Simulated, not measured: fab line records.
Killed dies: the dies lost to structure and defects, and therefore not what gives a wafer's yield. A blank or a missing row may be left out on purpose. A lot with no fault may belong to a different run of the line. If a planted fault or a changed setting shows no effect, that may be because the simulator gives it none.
Chamber matching | flow gf180mcu | pecvd-01 running GF_V2_CVD_02: 3 sister chambers
The step deposits SiO2 from TEOS, target thk 850 nm, time 94.851 s. 3 wafers are shown with their chamber, then 7 later ones without.

## EACH WAFER AND ITS CHAMBER
wafer  | chamber | heater power w (W)
L077.3 | 0       | 689
L077.5 | 2       | 465
L081.4 | 1       | 667

## WAFERS MISSING THEIR CHAMBER
wafer  | heater power w (W)
L081.5 | 594
L088.1 | 729
L088.3 | 556
L088.6 | 611
L091.3 | 639
L091.4 | 642
L091.5 | 518

## WHICH CHAMBER EACH ONE RAN IN
wafer  | from the rows above          | in truth
L081.5 | can't be placed: 1 or 0 or 2 | 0
L088.1 | can't be placed: 0 or 1      | 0
L088.3 | can't be placed: 2 or 1 or 0 | 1
L088.6 | can't be placed: 1 or 0 or 2 | 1
L091.3 | can't be placed: 1 or 0      | 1
L091.4 | can't be placed: 1 or 0      | 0
L091.5 | can't be placed: 2 or 1      | 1
0 of 7 placed correctly. Unplaceable from these rows: 7, with the true chamber sitting among the candidates in 7. Wrongly placed: 0.
How it was worked out, from the rows above alone: a wafer's distance from a chamber is the root of the sum, over the readings, of the square of ((its reading less the chamber's mean) divided by the reading's scatter). If the next closest chamber is less than 2 further off than the closest, the wafer can't be placed; otherwise it belongs to the closest. A chamber's mean is the mean of its shown wafers. The scatter (one wafer shown for each chamber): square how far every hidden wafer sits from the nearest shown wafer, average those squares and take the square root.
